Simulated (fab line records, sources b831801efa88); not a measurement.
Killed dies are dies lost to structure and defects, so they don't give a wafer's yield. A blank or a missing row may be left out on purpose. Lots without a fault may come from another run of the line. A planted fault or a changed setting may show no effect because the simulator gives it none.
One fault seen from 2 desks | flow sky130 | each desk has only its own numbers; what lay behind them comes last

THE METROLOGY DESK
What the gauges read, lot by lot, whatever tool the lot ran on: means of the sampled wafers that have a number. A lot is out of limits, marked OUT, if its mean lies more than 4 standard deviations from the usual mean; the brackets give that distance.
Columns: A = LDD_N_TW at SKY_LDD_N_TW_MEAS_17, usual 2573; B = LDD_HVN_OVL at SKY_LDD_HVN_OVL_MEAS_07, usual -0.6 nm; C = cd_nm at SKY_POLY_CUT_CD_MEAS_08, usual 270.0 nm; D = SD_P_OVL at SKY_SD_P_OVL_MEAS_08, usual -0.3 nm
lot  | first seen here | A    | B    | C     | D
L255 | day 18 02:37    | 2599 | -0.5 | 269.5 | 1.0
L256 | day 18 10:16    | 2552 | -0.2 | 269.2 | -0.8
L258 | day 18 22:50    | 2595 | -2.1 | 269.9 | 1.5
L264 | day 21 08:32    | 2593 | -1.3 | 271.7 | -94.7 (-67) OUT
L265 | day 21 15:19    | 2567 | 1.8  | 267.7 | -97.5 (-69) OUT
L266 | day 22 05:47    | 2579 | -0.0 | 269.4 | -97.4 (-69) OUT
L267 | day 22 06:05    | 2549 | -0.9 | 268.2 | 3.0
L269 | day 23 02:05    | 2598 | -0.3 | 270.6 | 1.7
L270 | day 23 08:01    | 2561 | -0.4 | 270.3 | -1.4
L274 | day 24 15:32    | 2571 | -0.9 | 269.9 | 1.0
L277 | day 25 14:17    | 2591 | -0.6 | 270.6 | -1.2
This desk's finding: out of limits on L264, L265, L266; first on L264, day 28 18:44 (SD_P_OVL at SKY_SD_P_OVL_MEAS_08). In limits: L255, L256, L258, L267, L269, L270, L274, L277.

THE TOOL OWNER'S DESK: iline_stepper-01
The tool's own readings at SKY_SD_P_EXPOSE_04 (exposes mask PSDM, target cd 380 nm): means of the sampled wafers that have a number, for each lot that ran on this tool. A lot is out of limits, marked OUT, if its mean lies more than 4 standard deviations from the usual mean; the brackets give that distance.
Columns: A = exposure_dose_mJ_cm2 at SKY_SD_P_EXPOSE_04, usual 137.98
lot  | first seen here | A
L258 | day 25 23:16    | 138.19
L264 | day 28 04:32    | 138.09
L265 | day 28 11:46    | 137.88
L266 | day 29 05:07    | 137.86
This desk's finding: nothing out of limits on any of the 4 lots.

PUT TOGETHER
The metrology desk could have raised an alarm at day 28 18:44, on L264, L265, L266.
The tool owner's desk saw nothing out of limits.
The tool owner's desk has L264, L265, L266 on record, within its limits.
Of the lots named, all ran SKY_SD_P_EXPOSE_04 on iline_stepper-01.

WHAT THE SIMULATOR HAD PUT IN
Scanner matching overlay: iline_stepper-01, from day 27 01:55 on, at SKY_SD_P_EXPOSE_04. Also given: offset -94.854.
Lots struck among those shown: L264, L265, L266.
Hours from the fault's start to each desk's first reading out of limits: the metrology desk, 41.
